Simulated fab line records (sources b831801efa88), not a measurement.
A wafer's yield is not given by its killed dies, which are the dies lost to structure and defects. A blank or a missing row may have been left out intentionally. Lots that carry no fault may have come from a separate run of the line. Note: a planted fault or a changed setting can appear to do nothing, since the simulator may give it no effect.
A lot that was struck, set against a sound lot -- flow sky130 -- 24 out of 708 route steps
Sound: wafers L960.2, L960.4, L960.6. Wafers L973.2, L973.4, L973.6 were the ones struck. Last of all comes the cause.
Each step with rows lists, per side, the tool, then ch with its chambers, then its first start. Under that, the readings that differ: sound wafers -- struck wafers -- difference of the means -- sigmas: that difference in standard deviations of wafers without a fault.
alike: words and numbers the same on both sides, and readings whose means are apart by under 2 such deviations; not compared: readings that were withheld, readings missing a value for some wafer, numbers with overlapping values and no deviation given by the record, and bounds like >300 which may hide the same value.
Wherever a step has rows on one side only, a row that says differs or no value, or a row with sigmas, the two part there. Non-overlapping numbers with no deviation appear without sigmas and do not part them. Lack of a reading on every wafer of one side parts them only where that side has two or more wafers.

first, 8 steps without rows for these wafers: SKY_RES_XHIGH_DEHYDRATE_00 (time 60 s); SKY_RES_XHIGH_HMDS_01 (prime time 60 s); SKY_RES_XHIGH_COAT_02 (resist thk 1140 nm); SKY_RES_XHIGH_SOFTBAKE_03 (time 60 s); SKY_RES_XHIGH_EXPOSE_04 (exposes mask URPM, target cd 1270 nm); SKY_RES_XHIGH_PEB_05; SKY_RES_XHIGH_DEVELOP_06 (develop time 60 s); SKY_RES_XHIGH_IMPLANT_07.
SKY_RES_XHIGH_STRIP_08: strips in O2/N2.
  sound on plasma-asher-01 ch 0,1, day 28 17:49; struck on plasma-asher-01 ch 0,1, day 33 04:52
  alike: drypump-motor-current-A, n2-flow-sccm, oes-product-au, strip-time-to-endpoint-s
  not compared: rf-hours-counter-h
SKY_RES_XHIGH_TW_MEAS_09:
  sound on film-metro-02 at day 28 17:56; struck on film-metro-03 at day 33 04:59
  alike: RES_XHIGH_TW
then, 2 steps without rows for these wafers: SKY_SD_N_DEHYDRATE_00 (time 60 s); SKY_SD_N_HMDS_01 (prime time 60 s).
SKY_SD_N_COAT_02: resist thk 1140 nm.
  sound on litho-track-01 ch 0, day 29 08:50; struck on litho-track-01 ch 0, day 33 18:08
reading,sound,struck,difference,sigmas
model.NOVOLAK_of_SD_N_COAT_02.thk-nm (nm),1136 1142 1138,1086 1089 1086,-52,
then, 3 steps without rows for these wafers: SKY_SD_N_SOFTBAKE_03 (time 60 s); SKY_SD_N_EXPOSE_04 (exposes mask NSDM, target cd 380 nm); SKY_SD_N_PEB_05.
SKY_SD_N_DEVELOP_06: develop time 60 s.
  sound on litho-track-04 ch 0, day 29 22:52; struck on litho-track-02 ch 0, day 34 07:35
reading,sound,struck,difference,sigmas
model.NOVOLAK_of_SD_N_COAT_02.thk-nm (nm),1136 1141 1138,1086 1088 1086,-52,
SKY_SD_N_CD_MEAS_07: the cd target is 380 nm.
  sound on cd-sem-02 at day 29 23:01; struck on cd-sem-02 at day 34 07:44
reading,sound,struck,difference,sigmas
cd-nm (nm),382.7 379.7 377.9,386.1 384.7 387.0,+5.8,+3
SKY_SD_N_OVL_MEAS_08:
  sound on overlay-02 at day 29 23:08; struck on overlay-02 at day 34 07:50
  alike: SD_N_OVL
then, 2 steps without rows for these wafers: SKY_SD_N_IMPLANT_09; SKY_SD_N_IMPLANT_10.
SKY_SD_N_STRIP_11: strips in O2/N2.
  sound on plasma-asher-03 ch 1, day 29 23:28; struck on plasma-asher-01 ch 0,1, day 34 08:10
reading,sound,struck,difference,sigmas
strip-time-to-endpoint-s (s),22.50 22.55 22.53,21.95 21.99 21.94,-0.57,-17
  alike: drypump-motor-current-A, n2-flow-sccm, oes-product-au
  not compared: rf-hours-counter-h
SKY_SD_N_TW_MEAS_12:
  sound on film-metro-02 at day 29 23:34; struck on film-metro-03 at day 34 08:17
  alike: SD_N_TW
after that, 1 step had no rows for these wafers: SKY_PAD_OPEN_PROBE_99.

## WHERE THEY PART
Earliest at SKY_SD_N_CD_MEAS_07; latest, in this record, at SKY_SD_N_STRIP_11. Later steps at which nothing parts them and some readings are alike: SKY_SD_N_TW_MEAS_12.

WHY: what had been put in by the simulator
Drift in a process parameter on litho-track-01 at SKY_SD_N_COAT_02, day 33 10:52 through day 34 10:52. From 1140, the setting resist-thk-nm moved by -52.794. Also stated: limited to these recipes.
